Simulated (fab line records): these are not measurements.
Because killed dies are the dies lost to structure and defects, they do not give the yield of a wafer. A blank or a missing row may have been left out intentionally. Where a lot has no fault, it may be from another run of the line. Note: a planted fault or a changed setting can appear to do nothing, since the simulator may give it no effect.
A struck lot beside a sound one :: flow gf180mcu :: 29 out of 602 route steps
Sound: wafers L617.1, L617.4, L617.5. Struck: wafer L625.3. (L625.1, L625.4 of the same lot were not struck and are left out.) The cause comes at the end.
Each step with rows lists, per side, the tool, then ch with its chambers, then its first start. Under that, the readings that differ: sound wafers :: struck wafers :: difference of the means :: sigmas: that difference in standard deviations of wafers without a fault.
alike: same words and numbers on both sides, and readings whose means sit less than 2 such deviations apart. not compared: any withheld reading, any reading some wafer has no value for, any bound like >300 that may hide the same value, and any number with overlapping values for which the record gives no deviation.
A row with sigmas, a row that says differs or no value, or rows on one side alone: a step with any of these is where the two part. When numbers do not overlap yet have no deviation, they are printed without sigmas and do not part them. A reading that every wafer of one side lacks parts them only if that side has two wafers or more.

first, 4 steps without rows for these wafers: GF_M4_SOFTBAKE_10 (time 60 s); GF_M4_EXPOSE_11 (exposes mask Metal4, target cd 280 nm); GF_M4_PEB_12 (peb time 90 s); GF_M4_DEVELOP_13 (develop time 60 s).
GF_M4_CD_MEAS_14 targets a cd of 280 nm.
  sound: cd sem-01 at day 25 04:56; struck: cd sem-02 at day 28 15:14
  alike: cd nm
GF_M4_OVL_MEAS_15:
  sound: overlay-02 at day 25 05:03; struck: overlay-02 at day 28 15:21
  alike: M4_OVL
GF_M4_METAL_ETCH_16: etches the open film in Cl2/BCl3, stops on SiO2, target depth 627.5 nm, time 104.6 s.
  sound on rie metal-03 ch 0,1, day 25 05:05; struck on rie metal-01 ch 0, day 28 15:23
reading: drypump motor current A (A)
sound: 5.5 6.3 6.3
struck: 5.0
difference: -1.0
sigmas: -2
  alike: oes product au, throttle valve pct
  not compared: rf hours counter h
GF_M4_STRIP_17: strips in O2/N2.
  sound on plasma asher-01 ch 0,1, day 25 05:12; struck on plasma asher-02 ch 0, day 28 15:30
  alike: drypump motor current A, heater power w, oes product au, strip time to endpoint s
  not compared: rf hours counter h
then, 3 steps without rows for these wafers: GF_M4_STRIP_18 (strips in post etch residue remover, time 1200 s); GF_M4_CLEAN_19 (cleans in DIW); GF_V4_CVD_00 (deposits SiO2, target thk 600 nm, time 100 s).
GF_V4_THK_MEAS_01:
  sound: film metro-03 at day 25 05:53; struck: film metro-01 at day 28 16:06
  alike: V4_CVD_00_THK
GF_V4_CVD_02: deposits SiO2 from TEOS, target thk 850 nm, time 94.851 s.
  sound on pecvd-03 ch 0,2, day 25 05:57; struck on pecvd-02 ch 1, day 28 16:10
  alike: heater power w
GF_V4_THK_MEAS_03:
  sound: film metro-02 at day 25 06:01; struck: film metro-02 at day 28 16:14
reading: V4_CVD_02_THK (nm)
sound: 850 852 861
struck: 649
difference: -205
sigmas: -19
GF_V4_CMP_04: polishes SiO2.
  sound on cmp-01 ch 0,2, day 25 06:05; struck on cmp-01 ch 1, day 28 16:20
  alike: motor current A, time to endpoint s
GF_V4_BOW_MEAS_05:
  sound: film metro-01 at day 25 06:23; struck: film metro-01 at day 28 16:35
  alike: V4_BOW
then, 8 steps without rows for these wafers: GF_V4_DEHYDRATE_06 (time 60 s); GF_V4_HMDS_07 (prime time 60 s); GF_V4_COAT_08; GF_V4_COAT_09 (resist thk 1000 nm); GF_V4_SOFTBAKE_10 (time 60 s); GF_V4_EXPOSE_11 (exposes mask Via4, target cd 260 nm); GF_V4_PEB_12 (peb time 90 s); GF_V4_DEVELOP_13 (develop time 60 s).
GF_V4_CD_MEAS_14 targets a cd of 260 nm.
  sound: cd sem-02 at day 26 03:54; struck: cd sem-02 at day 29 11:47
reading: cd nm (nm)
sound: 259.6 259.5 259.5
struck: 262.7
difference: +3.2
sigmas: +2
GF_V4_OVL_MEAS_15:
  sound: overlay-01 at day 26 04:01; struck: overlay-01 at day 29 11:54
  alike: V4_OVL
GF_V4_ETCH_16: etches BARC in N2/H2.
  sound on rie diel-04 ch 1,2,3, day 26 04:04; struck on rie diel-02 ch 0, day 29 11:56
reading: drypump motor current A (A)
sound: 5.9 5.4 6.0
struck: 6.5
difference: +0.7
sigmas: +2
  alike: oes product au, throttle valve pct
GF_V4_ETCH_17: etches SiO2 in C4F8/O2/Ar, stops on TiN, target depth 630 nm.
  sound: rie diel-04 ch 1,2,3; struck: rie diel-02 ch 0
reading: oes product au (a.u.)
sound: 0.859 0.852 0.857
struck: 0.718
difference: -0.138
sigmas: -29
GF_V4_STRIP_18: strips in O2/N2.
  sound on plasma asher-01 ch 0,1, day 26 04:11; struck on plasma asher-03 ch 1, day 29 12:04
  alike: drypump motor current A, heater power w, oes product au
  not compared: rf hours counter h

== WHERE THEY PART ==
At GF_M4_METAL_ETCH_16 first; at GF_V4_ETCH_17 last (within this record only). Later steps at which nothing parts them and some readings are alike: GF_V4_STRIP_18.

WHY: whatever the simulator had introduced
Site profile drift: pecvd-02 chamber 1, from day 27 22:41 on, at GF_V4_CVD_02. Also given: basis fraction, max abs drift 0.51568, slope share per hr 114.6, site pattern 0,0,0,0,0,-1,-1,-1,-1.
